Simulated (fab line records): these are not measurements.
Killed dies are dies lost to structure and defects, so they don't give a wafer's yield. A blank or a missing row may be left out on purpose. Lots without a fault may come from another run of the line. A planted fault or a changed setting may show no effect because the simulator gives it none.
Which tool did it? ; flow sky130 ; at 1 step of a route of 708, 14 lots with 41 wafers sampled

WHAT THE GAUGES READ, wafer by wafer
SKY_METAL1_RS_MEAS_05: measures by four-point-probe. Usual: METAL1_ALCU_RS typically reads 0.1274 ohm/sq, with standard deviation 0.0012.
lot;measured;on;METAL1_ALCU_RS (ohm/sq);flag
L990;day 31 19:28;film-metro-01;0.1259 0.1265 0.1261;
L991;day 32 00:56;film-metro-01;0.1295 0.1302 0.1283;
L992;day 32 12:34;film-metro-01;0.1261 0.1275 0.1267;
L993;day 32 21:29;film-metro-01;0.1252 0.1266 0.1253;
L994;day 33 02:00;film-metro-03;0.1278 0.1278 0.1276;
L997;day 34 13:50;film-metro-03;0.1294 0.1281 0.1278;
L998;day 34 17:38;film-metro-04;0.1261 0.1286 0.1294;
L999;day 34 23:50;film-metro-03;0.1244 0.1280 0.1262;
L103;day 36 04:02;film-metro-03;0.1264 0.1270;
L105;day 37 03:06;film-metro-04;0.1285 0.1275 0.1291;
L109;day 38 05:10;film-metro-04;0.1285 0.1286 0.1274;
L111;day 39 04:37;film-metro-01;0.1277 0.1286 0.1285;
L112;day 39 06:59;film-metro-01;0.1274 0.1260 0.1265;
L113;day 39 15:41;film-metro-03;0.1278 0.1275 0.1252;

WHICH TOOL RAN EACH LOT (tool, then ch and the chambers of the sampled wafers, then the start)
The record shows no process step preceding these readings.

WHAT THE TOOLS THEMSELVES READ (means of the sampled wafers that have a number; where no wafer has one, the mark that the record gives instead)
The record holds no such reading with a usual standard deviation.

THE ANSWER, worked out from the rows above alone
Rule: take the mean of a lot's wafers that have a number; if it is more than 3 standard deviations from the usual mean, the lot is off. Also off: a lot with no number at a reading for which 4 or more lots have one. Where the step has rows for the other lots, those lots are counted as sound. Order of review: gauges by route order, followed by the tools' own readings, for which a lot's mean as printed above is used. At the first step where some lot is off, the reading lying furthest off is the one used; lots without a number count as furthest.
No lot is off on any of the readings shown, so nothing can be concluded from this.

WHAT HAD BEEN PUT IN BY THE SIMULATOR
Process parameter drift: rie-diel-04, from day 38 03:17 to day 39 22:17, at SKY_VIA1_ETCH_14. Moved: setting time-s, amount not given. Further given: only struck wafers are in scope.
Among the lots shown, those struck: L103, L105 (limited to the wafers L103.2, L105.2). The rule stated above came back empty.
